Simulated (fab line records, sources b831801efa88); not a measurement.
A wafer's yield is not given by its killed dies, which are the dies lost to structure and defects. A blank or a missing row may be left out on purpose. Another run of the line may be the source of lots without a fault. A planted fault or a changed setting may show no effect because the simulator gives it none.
A struck lot beside a sound one	flow sky130	14 out of 708 route steps
Sound: these wafers, L872.2, L872.4, L872.5. Struck: wafers L877.2, L877.4, L877.5. At the end, the cause is stated.
Per side, at each step with rows, come the tool, then ch with its chambers, and then its first start. Under that, the readings that differ: sound wafers	struck wafers	difference of the means	sigmas: that difference in standard deviations of wafers without a fault.
alike: readings whose means differ by less than 2 such deviations, and words and numbers that are the same on both sides. not compared: withheld readings, readings that some wafer has no value for, bounds like >300 that may hide the same value, and numbers for which the record gives no deviation and whose values overlap.
Wherever a step has rows on one side only, a row that says differs or no value, or a row with sigmas, the two part there. Non-overlapping numbers with no deviation appear without sigmas and do not part them. Lack of a reading on every wafer of one side parts them only where that side has two or more wafers.

first, 4 steps without rows for these wafers: SKY_VIA2_CLEAN_18 (cleans in IPA, time 180 s); SKY_VIA2_CLEAN_19 (cleans in O3/DIW); SKY_VIA2_SPUTTER_20 (material TiN, target thk 20 nm, time 80 s); SKY_VIA2_CVD_21 (deposits W, target thk 420 nm, time 126.4 s).
SKY_VIA2_RS_MEAS_22: the measuring method here is four-point-probe.
  sound on film-metro-02 at day 40 00:11; struck on film-metro-01 at day 41 08:29
  alike: VIA2_W_RS
SKY_VIA2_THK_MEAS_23: measures by xrf.
  sound on film-metro-02 at day 40 00:18; struck on film-metro-01 at day 41 08:36
  alike: VIA2_W_THK
SKY_VIA2_CMP_24: polishes, stops on SiO2, t overpolish 20 s, target thk 0 nm.
  sound on cmp-02 ch 0,1,2, day 40 03:34; struck on cmp-01 ch 1,2,3, day 41 08:42
reading	sound	struck	difference	sigmas
time-to-endpoint-s (s)	110 95 98	104 112 115	+9	+2
  alike: motor-current-A, overpolish-run-s
SKY_METAL3_SPUTTER_00: material Ti, target thk 15 nm, time 10 s.
  sound on pvd-sputter-03 at day 40 03:52; struck on pvd-sputter-03 at day 41 08:57
  alike: throttle-valve-pct
then, 1 step without rows for these wafers: SKY_METAL3_SPUTTER_01 (material TiN, target thk 20 nm, time 16.7 s).
SKY_METAL3_SPUTTER_02: material AlCu, target thk 735 nm, time 39.1 s.
  sound on pvd-sputter-03 at day 40 03:55; struck on pvd-sputter-03 at day 41 09:00
  alike: throttle-valve-pct
SKY_METAL3_SPUTTER_03: material Ti, target thk 5 nm, time 3.3 s.
  sound on pvd-sputter-03 at day 40 03:57; struck on pvd-sputter-03 at day 41 09:02
  alike: throttle-valve-pct
SKY_METAL3_SPUTTER_04: material TiN, target thk 70 nm, time 58.3 s.
  sound on pvd-sputter-03 at day 40 03:58; struck on pvd-sputter-03 at day 41 09:04
  alike: throttle-valve-pct
SKY_CAPM_CVD_00: deposits SiO2, target thk 15.5 nm.
  sound on pecvd-04 ch 0,1,2, day 40 04:01; struck on pecvd-04 ch 0,1,2, day 41 09:00
  alike: heater-power-outer-w, heater-power-w
SKY_CAPM_THK_MEAS_01:
  sound on film-metro-03 at day 40 04:03; struck on film-metro-02 at day 41 09:37
reading	sound	struck	difference	sigmas
CAPM_CVD_00_THK (nm)	15.17 15.67 15.74	31.05 31.13 31.26	+15.62	+78

WHERE THEY PART
First at SKY_VIA2_CMP_24; last, within this record, at SKY_CAPM_THK_MEAS_01.

WHY: whatever the simulator had introduced
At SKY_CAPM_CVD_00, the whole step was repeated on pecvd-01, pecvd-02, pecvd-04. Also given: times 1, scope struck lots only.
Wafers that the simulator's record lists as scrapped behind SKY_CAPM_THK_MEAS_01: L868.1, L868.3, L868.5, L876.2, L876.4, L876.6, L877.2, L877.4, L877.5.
